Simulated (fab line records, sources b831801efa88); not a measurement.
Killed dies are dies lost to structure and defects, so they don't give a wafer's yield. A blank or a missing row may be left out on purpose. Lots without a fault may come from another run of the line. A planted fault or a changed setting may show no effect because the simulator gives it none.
A struck lot beside a sound one | flow sky130 | 21 steps out of a route of 708
Sound: wafers L508.1, L508.3, L508.6. Struck: wafer L517.2. (L517.1 of the same lot was not struck and is left out.) The cause comes at the end.
At each step with rows: each side's tool, then ch and its chambers, then its first start. Under that, the readings that differ: sound wafers | struck wafers | difference of the means | sigmas: that difference in standard deviations of wafers without a fault.
alike: readings whose means differ by less than 2 such deviations, and words and numbers that are the same on both sides. not compared: withheld readings, readings that some wafer has no value for, bounds like >300 that may hide the same value, and numbers for which the record gives no deviation and whose values overlap.
The two part at a step that has a row with sigmas, a row that says differs or no value, or rows on one side only. Numbers that don't overlap but have no deviation are shown without sigmas and don't part them. A reading that every wafer of one side lacks parts them only if that side has two wafers or more.

first, 5 steps without rows for these wafers: SKY_VT_ADJUST_HVTR_COAT_02 (resist thk 1140 nm); SKY_VT_ADJUST_HVTR_SOFTBAKE_03 (time 60 s); SKY_VT_ADJUST_HVTR_EXPOSE_04 (exposes mask HVTRM, target cd 380 nm); SKY_VT_ADJUST_HVTR_PEB_05; SKY_VT_ADJUST_HVTR_DEVELOP_06 (develop time 60 s).
SKY_VT_ADJUST_HVTR_CD_MEAS_07: target cd 380 nm.
  sound on cd_sem-01, day 12 04:33; struck on cd_sem-01, day 14 11:18
  alike: cd_nm
SKY_VT_ADJUST_HVTR_OVL_MEAS_08:
  sound on overlay-01, day 12 04:40; struck on overlay-01, day 14 11:25
  alike: VT_ADJUST_HVTR_OVL
then, 1 step without rows for these wafers: SKY_VT_ADJUST_HVTR_IMPLANT_09.
SKY_VT_ADJUST_HVTR_STRIP_10: strips in O2/N2.
  sound on plasma_asher-01 ch 0,1, day 12 04:52; struck on plasma_asher-01 ch 1, day 14 11:37
  alike: drypump_motor_current_A, oes_product_au, strip_time_to_endpoint_s
  not compared: rf_hours_counter_h
SKY_VT_ADJUST_HVTR_TW_MEAS_11:
  sound on film_metro-01, day 12 04:58; struck on film_metro-03, day 14 11:43
  alike: VT_ADJUST_HVTR_TW
then, 2 steps without rows for these wafers: SKY_VT_ADJUST_PCH_DEHYDRATE_00 (time 60 s); SKY_VT_ADJUST_PCH_HMDS_01 (prime time 60 s).
SKY_VT_ADJUST_PCH_COAT_02: resist thk 3000 nm.
  sound on litho_track-01 ch 0, day 12 16:22; struck on litho_track-01 ch 0, day 15 00:19
  reading                                         | sound          | struck | difference | sigmas
  model.coat_of_VT_ADJUST_PCH_COAT_02.thk_nm (nm) | 3013 3016 3014 | 2803   | -211       |
  alike: resist_line_temp_C
then, 3 steps without rows for these wafers: SKY_VT_ADJUST_PCH_SOFTBAKE_03; SKY_VT_ADJUST_PCH_EXPOSE_04 (exposes mask NWM, target cd 840 nm); SKY_VT_ADJUST_PCH_PEB_05.
SKY_VT_ADJUST_PCH_DEVELOP_06: develop time 60 s.
  sound on litho_track-03 ch 0; struck on litho_track-01 ch 0
  reading                                         | sound          | struck | difference | sigmas
  model.coat_of_VT_ADJUST_PCH_COAT_02.thk_nm (nm) | 3009 3011 3010 | 2799   | -211       |
  alike: developer_temp_C, resist_line_temp_C
SKY_VT_ADJUST_PCH_OVL_MEAS_07:
  sound on overlay-01, day 13 05:34; struck on overlay-01, day 15 14:16
  alike: VT_ADJUST_PCH_OVL
then, 1 step without rows for these wafers: SKY_VT_ADJUST_PCH_IMPLANT_08.
SKY_VT_ADJUST_PCH_STRIP_09: strips in O2/N2.
  sound on plasma_asher-04 ch 0,1, day 13 05:46; struck on plasma_asher-04 ch 0, day 15 14:27
  reading                      | sound             | struck | difference | sigmas
  strip_time_to_endpoint_s (s) | 37.06 37.11 37.07 | 34.67  | -2.41      | -25
  alike: drypump_motor_current_A, oes_product_au
  not compared: rf_hours_counter_h
SKY_VT_ADJUST_PCH_TW_MEAS_10:
  sound on film_metro-01, day 13 05:52; struck on film_metro-03, day 15 14:33
  alike: VT_ADJUST_PCH_TW

WHERE THEY PART
Only at SKY_VT_ADJUST_PCH_STRIP_09, within this record. Later steps at which nothing parts them and some readings are alike: SKY_VT_ADJUST_PCH_TW_MEAS_10.

WHY: what the simulator had put in
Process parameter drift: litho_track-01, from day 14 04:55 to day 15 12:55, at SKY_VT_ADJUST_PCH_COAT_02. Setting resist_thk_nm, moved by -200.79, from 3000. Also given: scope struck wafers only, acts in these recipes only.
